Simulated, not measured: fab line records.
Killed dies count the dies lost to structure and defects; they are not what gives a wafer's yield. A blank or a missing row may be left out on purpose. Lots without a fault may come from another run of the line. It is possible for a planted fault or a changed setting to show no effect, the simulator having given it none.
A struck lot beside a sound one / flow sky130 / 19 steps out of a route of 708
Sound: wafers L275.2, L275.4, L275.6. Wafers struck: L282.2, L282.5, L282.6. The cause is given at the end.
For every step that has rows: the tool of each side, followed by ch and its chambers, followed by its first start. Under that, the readings that differ: sound wafers / struck wafers / difference of the means / sigmas: that difference in standard deviations of wafers without a fault.
alike: a reading whose means differ by less than 2 such deviations, as well as words and numbers matching on both sides. not compared: withheld readings; readings where some wafer has no value; bounds like >300 that might hide an equal value; numbers whose values overlap and for which the record gives no deviation.
A row with sigmas, a row that says differs or no value, or rows on one side alone: a step with any of these is where the two part. Numbers that don't overlap but have no deviation are shown without sigmas and don't part them. A reading missing from all wafers of one side parts the sides only when that side holds two or more wafers.

SKY_SONOS_TUNNEL_TW_MEAS_12:
  sound on film_metro-04, day 12 02:55; struck on film_metro-01, day 13 23:27
  alike: SONOS_TUNNEL_TW
then, 2 steps without rows for these wafers: SKY_SONOS_TUNNEL_CLEAN_13 (cleans in dHF, time 20 s); SKY_SONOS_ONO_OXIDATION_00 (stabilise 600 s, purge 300 s, target thk 2.6 nm).
SKY_SONOS_ONO_THK_MEAS_01:
  sound on film_metro-03, day 12 04:20; struck on film_metro-03, day 14 02:54
  alike: SONOS_ONO_OXIDATION_THK
then, 1 step without rows for these wafers: SKY_SONOS_ONO_CVD_02 (deposits Si3N4 from DCS/NH3, target thk 10.5 nm, time 180 s).
SKY_SONOS_ONO_THK_MEAS_03:
  sound on film_metro-03, day 12 07:31; struck on film_metro-02, day 14 05:41
  alike: SONOS_ONO_CVD_02_THK
then, 1 step without rows for these wafers: SKY_SONOS_ONO_CVD_04 (deposits SiO2 from SiH4/N2O, target thk 5.7199 nm).
SKY_SONOS_ONO_THK_MEAS_05:
  sound on film_metro-03, day 12 08:50; struck on film_metro-04, day 14 06:59
  alike: SONOS_ONO_CVD_04_THK
then, 4 steps without rows for these wafers: SKY_SONOS_ONO_DEHYDRATE_06 (time 60 s); SKY_SONOS_ONO_HMDS_07 (prime time 60 s); SKY_SONOS_ONO_COAT_08 (resist thk 1140 nm); SKY_SONOS_ONO_SOFTBAKE_09 (time 60 s).
SKY_SONOS_ONO_EXPOSE_10: exposes mask ONOM, target cd 410 nm.
  sound on iline_stepper-01 ch 0, day 12 21:41; struck on iline_stepper-02 ch 0, day 14 20:40
reading=exposure_dose_mJ_cm2; sound=152.13 151.68 151.91; struck=154.11 153.96 154.02; difference=+2.12; sigmas=+13
  alike: mask
then, 1 step without rows for these wafers: SKY_SONOS_ONO_PEB_11.
SKY_SONOS_ONO_DEVELOP_12: develop time 60 s.
  sound on litho_track-03 ch 0, day 13 09:27; struck on litho_track-01 ch 0, day 15 10:22
reading=model.SONOS_ONO.cd_nm (nm); sound=409.8 409.4 409.8; struck=404.6 403.8 404.4; difference=-5.4; sigmas=
  alike: resist_line_temp_C
SKY_SONOS_ONO_CD_MEAS_13: target cd 410 nm.
  sound on cd_sem-02, day 13 09:36; struck on cd_sem-02, day 15 10:30
reading=cd_nm (nm); sound=409.5 409.3 409.6; struck=404.3 403.9 404.7; difference=-5.2; sigmas=-2
SKY_SONOS_ONO_OVL_MEAS_14:
  sound on overlay-02, day 13 09:42; struck on overlay-01, day 15 10:37
  alike: SONOS_ONO_OVL
SKY_SONOS_ONO_ETCH_15: etches the open film in CHF3/O2, target depth 19.52 nm, time 7.8 s.
  sound on rie_diel-03 ch 0,1,3, day 13 09:44; struck on rie_diel-03 ch 0,1, day 15 10:38
reading=model.SONOS_ONO.cd_nm (nm); sound=409.8 409.4 409.8; struck=404.6 403.9 404.4; difference=-5.4; sigmas=
  alike: O2_flow_sccm, chamber_pressure_mTorr, drypump_motor_current_A, oes_product_au, throttle_valve_pct
  not compared: rf_hours_counter_h
then, 1 step without rows for these wafers: SKY_SONOS_ONO_WET_ETCH_16 (etches SiO2 in dHF, target depth 14 nm, time 280 s).

WHERE THEY PART
Earliest at SKY_SONOS_ONO_EXPOSE_10; latest, in this record, at SKY_SONOS_ONO_CD_MEAS_13. Later steps at which nothing parts them and some readings are alike: SKY_SONOS_ONO_OVL_MEAS_14, SKY_SONOS_ONO_ETCH_15.

WHY: the cause the simulator had injected
Process parameters drifting: iline_stepper-02 at SKY_SONOS_ONO_EXPOSE_10, beginning at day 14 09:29. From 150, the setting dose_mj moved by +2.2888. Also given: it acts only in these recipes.
